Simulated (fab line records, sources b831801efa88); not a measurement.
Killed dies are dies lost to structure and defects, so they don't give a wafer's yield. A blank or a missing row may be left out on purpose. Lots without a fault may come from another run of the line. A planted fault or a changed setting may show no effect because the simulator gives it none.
Which tool did it? | flow sky130 | 11 lots, 32 wafers sampled, at 2 steps of a route of 708

WHAT THE GAUGES READ, wafer by wafer
SKY_LOCAL_INTERCONNECT_THK_MEAS_02: measures by xrf.
lot  | measured     | on            | LOCAL_INTERCONNECT_TIN_THK (nm)
L635 | day 29 04:00 | film_metro-03 | 98.7 98.8 98.4
L636 | day 29 11:05 | film_metro-01 | 99.9 98.7 98.1
L637 | day 30 02:34 | film_metro-02 | 98.2 98.4 98.5
L640 | day 30 17:54 | film_metro-02 | 99.4 99.4 99.1
L639 | day 30 18:32 | film_metro-02 | 99.5 100.0 100.1
L638 | day 30 19:49 | film_metro-03 | 99.1 99.9
L652 | day 34 21:52 | film_metro-03 | 99.1 99.9 100.1
L654 | day 35 11:31 | film_metro-01 | 98.8 99.7 98.9
L655 | day 35 13:26 | film_metro-02 | 99.1 99.5 99.9
L656 | day 35 14:28 | film_metro-02 | 98.4 99.4 98.5
L657 | day 35 23:04 | film_metro-03 | 99.1 100.4 99.9

WHICH TOOL RAN EACH LOT (tool, then ch and the chambers of the sampled wafers, then the start)
lot  | SKY_LI_CONTACT_STRIP_16
L635 | plasma_asher-03 ch 0,1, day 29 02:37
L636 | plasma_asher-03 ch 0,1, day 29 09:52
L637 | plasma_asher-03 ch 0,1, day 30 01:21
L640 | plasma_asher-03 ch 1, day 30 16:31
L639 | plasma_asher-01 ch 0,1, day 30 17:19
L638 | plasma_asher-03 ch 0,1, day 30 18:38
L652 | plasma_asher-01 ch 0,1, day 34 20:38
L654 | plasma_asher-02 ch 0,1, day 35 10:16
L655 | plasma_asher-03 ch 0,1, day 35 12:11
L656 | plasma_asher-01 ch 0,1, day 35 13:08
L657 | plasma_asher-01 ch 0,1, day 35 21:50
- SKY_LI_CONTACT_STRIP_16: strips in O2/N2.

WHAT THE TOOLS THEMSELVES READ (means of the sampled wafers that have a number; where no wafer has one, the mark that the record gives instead)
SKY_LI_CONTACT_STRIP_16.
lot  | tool            | drypump_motor_current_A (A) | oes_product_au (a.u.) | strip_time_to_endpoint_s (s)
L635 | plasma_asher-03 | 5.4                         | 0.373                 | 3.502
L636 | plasma_asher-03 | 5.3                         | 0.372                 | 3.474
L637 | plasma_asher-03 | 5.4                         | 0.380                 | 3.511
L640 | plasma_asher-03 | 5.0                         | 0.376                 | 3.470
L639 | plasma_asher-01 | 5.8                         | 0.373                 | 3.487
L638 | plasma_asher-03 | 5.5                         | 0.371                 | 3.487
L652 | plasma_asher-01 | 5.8                         | 0.377                 | 3.501
L654 | plasma_asher-02 | 4.8                         | 0.378                 | 3.501
L655 | plasma_asher-03 | 5.8                         | 0.375                 | 3.487
L656 | plasma_asher-01 | 5.8                         | 0.377                 | 3.499
L657 | plasma_asher-01 | 5.8                         | 0.378                 | 3.496

THE ANSWER, worked out from the rows above alone
Rule: what is usual is taken from the lots themselves. Put in order of their means at a reading, lots are off if they are a third of the lots or fewer, leave a main group of 4 or more, and stand apart from it by a gap of 3 or more times the standard deviation of the main group's means; of several such gaps the widest counts. A main group whose means are all the same, to the digits that the tables above print for the reading, isn't used. A lot without any number at a reading at which 4 lots or more have one is off too. The other lots that the step has rows for count as sound. The gauges are gone through in route order, then the tools' own readings, and for those a lot's mean is taken as printed above. The first step at which some lot is off is used, and at that step the reading that is off furthest; a lot without a number counts as furthest.
No lot is off at any reading shown: from this, nothing can be told.

WHAT THE SIMULATOR HAD PUT IN
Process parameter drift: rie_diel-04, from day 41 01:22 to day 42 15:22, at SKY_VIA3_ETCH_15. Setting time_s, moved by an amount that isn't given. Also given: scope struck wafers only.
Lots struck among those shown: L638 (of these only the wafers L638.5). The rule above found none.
